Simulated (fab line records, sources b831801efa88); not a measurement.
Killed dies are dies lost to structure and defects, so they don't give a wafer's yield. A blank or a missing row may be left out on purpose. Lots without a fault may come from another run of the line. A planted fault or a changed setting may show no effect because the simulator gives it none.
Chamber matching | flow sfq_line | SFQ_TRILAYER_I1_CMP_CMP_046 on cmp-02: 4 sister chambers
The step polishes SiO2. 20 wafers are shown with their chamber, then 10 later ones without.

WAFERS WITH THEIR CHAMBER
wafer  | chamber | motor_current_A (A) | time_to_endpoint_s (s)
L358.1 | 2       | 11.8                | 204
L358.5 | 0       | 8.6                 | 221
L358.6 | 1       | 12.0                | 209
L359.1 | 3       | 9.7                 | 199
L359.5 | 1       | 12.0                | 213
L359.6 | 0       | 8.2                 | 216
L362.1 | 3       | 8.8                 | 207
L362.4 | 0       | 8.8                 | 215
L362.3 | 2       | 11.1                | 213
L364.3 | 1       | 11.6                | 205
L364.4 | 3       | 9.2                 | 209
L364.6 | 2       | 11.4                | 204
L368.2 | 3       | 9.5                 | 209
L368.5 | 0       | 8.8                 | 227
L368.6 | 3       | 9.1                 | 213
L369.1 | 3       | 9.1                 | 208
L369.3 | 0       | 8.9                 | 209
L369.4 | 1       | 11.5                | 211
L370.1 | 0       | 8.4                 | 209
L370.4 | 1       | 11.9                | 214

SIGNATURES (means of the wafers above)
reading            | chamber 0 | chamber 1 | chamber 2 | chamber 3 | scatter within a chamber
motor_current_A    | 8.617     | 11.800    | 11.433    | 9.233     | 0.29
time_to_endpoint_s | 216.17    | 210.40    | 207.00    | 207.50    | 5.35
Rule: a wafer's distance from a chamber is the root of the sum, over the readings, of the square of ((its reading less the chamber's mean) divided by the reading's scatter). The wafer belongs to the nearest chamber; if the next one is less than 2 further off, it can't be placed. The scatter: the root of (the sum of the squares of (reading less its chamber's mean) over the shown wafers, divided by (wafers less chambers)).

WAFERS WITHOUT THEIR CHAMBER
wafer  | motor_current_A (A) | time_to_endpoint_s (s)
L370.6 | 9.4                 | 209
L371.1 | 10.9                | 218
L371.2 | 8.8                 | 226
L371.4 | 8.7                 | 224
L373.4 | 9.1                 | 222
L373.1 | 8.9                 | 215
L373.5 | 11.5                | 222
L381.2 | 11.2                | 228
L381.5 | 8.6                 | 229
L381.6 | 9.0                 | 222

WHICH CHAMBER EACH WENT THROUGH
wafer  | from the rows above     | in truth
L370.6 | 3                       | 3
L371.1 | can't be placed: 2 or 1 | 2
L371.2 | can't be placed: 0 or 3 | 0
L371.4 | 0                       | 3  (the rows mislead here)
L373.4 | can't be placed: 0 or 3 | 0
L373.1 | can't be placed: 0 or 3 | 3
L373.5 | can't be placed: 1 or 2 | 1
L381.2 | can't be placed: 1 or 2 | 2
L381.5 | 0                       | 0
L381.6 | can't be placed: 0 or 3 | 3
Placed correctly: 2 of 10. Can't be placed from these rows: 7 (the true chamber is among the candidates in 7). Placed wrongly: 1.
